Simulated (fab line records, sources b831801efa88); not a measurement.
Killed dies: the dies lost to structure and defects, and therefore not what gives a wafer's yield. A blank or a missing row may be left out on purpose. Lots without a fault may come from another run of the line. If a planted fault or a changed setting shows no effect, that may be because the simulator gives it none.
A lot that was struck, set against a sound lot :: flow sky130 :: 14 steps out of a route of 708
Sound: the wafers L669.1, L669.2, L669.6. Wafers struck: L672.1, L672.2, L672.3. The cause is given at the end.
Each step with rows lists, per side, the tool, then ch with its chambers, then its first start. Under that, the readings that differ: sound wafers :: struck wafers :: difference of the means :: sigmas: that difference in standard deviations of wafers without a fault.
alike: same words and numbers on both sides, and readings whose means sit less than 2 such deviations apart. not compared: any withheld reading, any reading some wafer has no value for, any bound like >300 that may hide the same value, and any number with overlapping values for which the record gives no deviation.
The two part at a step that has a row with sigmas, a row that says differs or no value, or rows on one side only. When numbers do not overlap yet have no deviation, they are printed without sigmas and do not part them. A reading that every wafer of one side lacks parts them only if that side has two wafers or more.

SKY_NWELL_RS_MEAS_29: measurement is done with a four-point probe.
  sound on film_metro-02, day 7 23:55; struck on film_metro-02, day 8 18:19
  alike: NWELL_RS
SKY_NWELL_RS_MEAS_31: measurement is done with a four-point probe.
  sound on film_metro-02, day 8 00:09; struck on film_metro-02, day 8 18:33
  alike: PWDE_RS
then, 7 steps without rows for these wafers: SKY_VT_ADJUST_HVTP_DEHYDRATE_00 (time 60 s); SKY_VT_ADJUST_HVTP_HMDS_01 (prime time 60 s); SKY_VT_ADJUST_HVTP_COAT_02 (resist thk 1140 nm); SKY_VT_ADJUST_HVTP_SOFTBAKE_03 (time 60 s); SKY_VT_ADJUST_HVTP_EXPOSE_04 (exposes mask HVTPM, target cd 380 nm); SKY_VT_ADJUST_HVTP_PEB_05; SKY_VT_ADJUST_HVTP_DEVELOP_06 (develop time 60 s).
SKY_VT_ADJUST_HVTP_CD_MEAS_07 targets a cd of 380 nm.
  sound on cd_sem-02, day 8 20:01; struck on cd_sem-01, day 9 14:22
  alike: cd_nm
SKY_VT_ADJUST_HVTP_OVL_MEAS_08:
  sound on overlay-02, day 8 20:08; struck on overlay-02, day 9 14:29
  alike: VT_ADJUST_HVTP_OVL
SKY_VT_ADJUST_HVTP_IMPLANT_09:
  sound on implanter-03 ch 0, day 8 20:10; struck on implanter-03 ch 0, day 9 14:31
reading: beam_energy_keV
sound: 149.94 149.90 150.01
struck: 156.26 156.25 156.14
difference: +6.27
sigmas: +99 or more

reading: model.implant.rp_nm (nm)
sound: 85.72 85.72 85.72
struck: 87.57 87.57 87.57
difference: +1.85
sigmas: 

reading: model.implant.drp_nm (nm)
sound: 33.4 33.4 33.4
struck: 34.55 34.55 34.55
difference: +1.15
sigmas: 
SKY_VT_ADJUST_HVTP_STRIP_10: strips in O2/N2.
  sound on plasma_asher-03 ch 0,1, day 8 20:19; struck on plasma_asher-04 ch 0,1, day 9 14:40
  alike: drypump_motor_current_A, oes_product_au, strip_time_to_endpoint_s
  not compared: rf_hours_counter_h
-- record jumps: 40 days separate the struck wafers' starts on either side; left off in module VT_ADJUST_HVTP, taken up again in module PAD_OPEN, whose first shown step is the route's number 708 --
SKY_PAD_OPEN_PROBE_99:
  sound on prober-02, day 48 12:13; struck on prober-01, day 49 02:55
reading: model.etest.tip_p.rs_ohm_sq
sound: 6808 6820 6803
struck: 6722 6701 6736
difference: -91
sigmas: 

reading: model.etest.pfet_01v8_mvt.off_log10_a_um
sound: -10.3 -10.21 -10.34
struck: -9.942 -9.726 -9.958
difference: +0.408
sigmas: 

reading: model.etest.pfet_01v8_mvt.vt_sat_v (V)
sound: -0.5369 -0.5405 -0.539
struck: -0.509 -0.4949 -0.5066
difference: +0.035
sigmas: 

reading: model.etest.pfet_01v8_mvt.vt_v (V)
sound: -0.628 -0.6285 -0.6277
struck: -0.5934 -0.5888 -0.5917
difference: +0.0368
sigmas: 

reading: model.etest.pfet_01v8_mvt.vt_long_v (V)
sound: -0.8382 -0.8353 -0.8392
struck: -0.8044 -0.8071 -0.8069
difference: +0.0314
sigmas: 

reading: model.etest.pfet_01v8.vt_v (V)
sound: -0.762 -0.7709 -0.7672
struck: -0.7528 -0.7335 -0.7475
difference: +0.0221
sigmas: 

reading: model.etest.pfet_01v8.vt_long_v (V)
sound: -1.039 -1.034 -1.04
struck: -1.015 -1.016 -1.016
difference: +0.022
sigmas: 
  alike: killed_at_M0_to_M3, killed_at_M4_up, killed_at_contacts, killed_at_front_end, killed_at_other, killed_dies, killed_open, killed_short
  not compared: model.etest.pfet_01v8_hvt.off_log10_a_um

== WHERE THEY PART ==
At SKY_VT_ADJUST_HVTP_IMPLANT_09 and nowhere else, as far as this record goes. Later steps at which nothing parts them and some readings are alike: SKY_VT_ADJUST_HVTP_STRIP_10, SKY_PAD_OPEN_PROBE_99.

WHY: what the simulator had put in
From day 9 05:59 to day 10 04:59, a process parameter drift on implanter-03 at SKY_VT_ADJUST_HVTP_IMPLANT_09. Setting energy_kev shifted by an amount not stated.
